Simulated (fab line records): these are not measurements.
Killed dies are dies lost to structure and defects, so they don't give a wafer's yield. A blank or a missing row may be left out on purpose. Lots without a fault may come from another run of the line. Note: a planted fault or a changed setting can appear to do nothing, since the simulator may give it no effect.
A single fault, viewed from 2 desks || flow sky130 || every desk sees just its own numbers, and what lay behind them comes last

## THE METROLOGY DESK
Lot by lot, what the gauges showed, no matter which tool ran the lot: averages of those sampled wafers that carry a number. Any lot whose mean is over 4 standard deviations away from the usual mean is out of limits and marked OUT; that distance is given in the brackets.
Columns: A = LDD_N_OVL at SKY_LDD_N_OVL_MEAS_07, usual -0.5 nm; B = LDD_N_TW at SKY_LDD_N_TW_MEAS_17, usual 2578; C = cd nm at SKY_LDD_P_CD_MEAS_07, usual 380.6 nm; D = LDD_P_OVL at SKY_LDD_P_OVL_MEAS_08, usual 0.9 nm; E = LDD_P_TW at SKY_LDD_P_TW_MEAS_11, usual 634; F = LDD_HVN_OVL at SKY_LDD_HVN_OVL_MEAS_07, usual 0.3 nm; G = LDD_HVN_TW at SKY_LDD_HVN_TW_MEAS_10, usual 1440
{"lot": "L704", "first seen here": "day 21 01:13", "A": 0.5, "B": 2580, "C": 377.4, "D": 0.2, "E": 633, "F": 1.3, "G": 1438}
{"lot": "L706", "first seen here": "day 21 01:25", "A": -0.6, "B": 2576, "C": 384.7, "D": -0.7, "E": 640, "F": 1.3, "G": 1450}
{"lot": "L705", "first seen here": "day 21 01:32", "A": -2.3, "B": 2575, "C": 380.0, "D": 0.8, "E": 636, "F": -2.1, "G": 1428}
{"lot": "L714", "first seen here": "day 22 23:07", "A": -2.2, "B": 2588, "C": 382.9, "D": 2.2, "E": 630, "F": 3.1, "G": 1454}
{"lot": "L715", "first seen here": "day 23 06:01", "A": -0.2, "B": 2588, "C": 379.3, "D": 3.3, "E": 630, "F": -0.9, "G": 1446}
{"lot": "L721", "first seen here": "day 25 13:58", "A": 1.8, "B": 2588, "C": 382.3, "D": 0.2, "E": 634, "F": 1.9, "G": 1451}
This desk's verdict: no lot among the 6 shows anything out of limits.

## TOOL OWNER'S DESK, implanter-01
For each lot that ran on this tool, the mean over its sampled wafers that have a number, from the tool's own readings at SKY_LDD_N_IMPLANT_12. Any lot whose mean is over 4 standard deviations away from the usual mean is out of limits and marked OUT; that distance is given in the brackets.
Columns: A = end station pressure torr at SKY_LDD_N_IMPLANT_12, usual 5e-06 Torr
{"lot": "L704", "first seen here": "day 21 01:52", "A": 5e-06}
{"lot": "L714", "first seen here": "day 22 23:46", "A": 5e-06}
{"lot": "L715", "first seen here": "day 23 06:39", "A": 5e-06}
This desk's verdict: no lot among the 3 shows anything out of limits.

## BROUGHT TOGETHER
At the metrology desk, nothing out of limits was observed.
The tool owner's desk saw nothing out of limits.

## WHAT HAD BEEN PUT IN BY THE SIMULATOR
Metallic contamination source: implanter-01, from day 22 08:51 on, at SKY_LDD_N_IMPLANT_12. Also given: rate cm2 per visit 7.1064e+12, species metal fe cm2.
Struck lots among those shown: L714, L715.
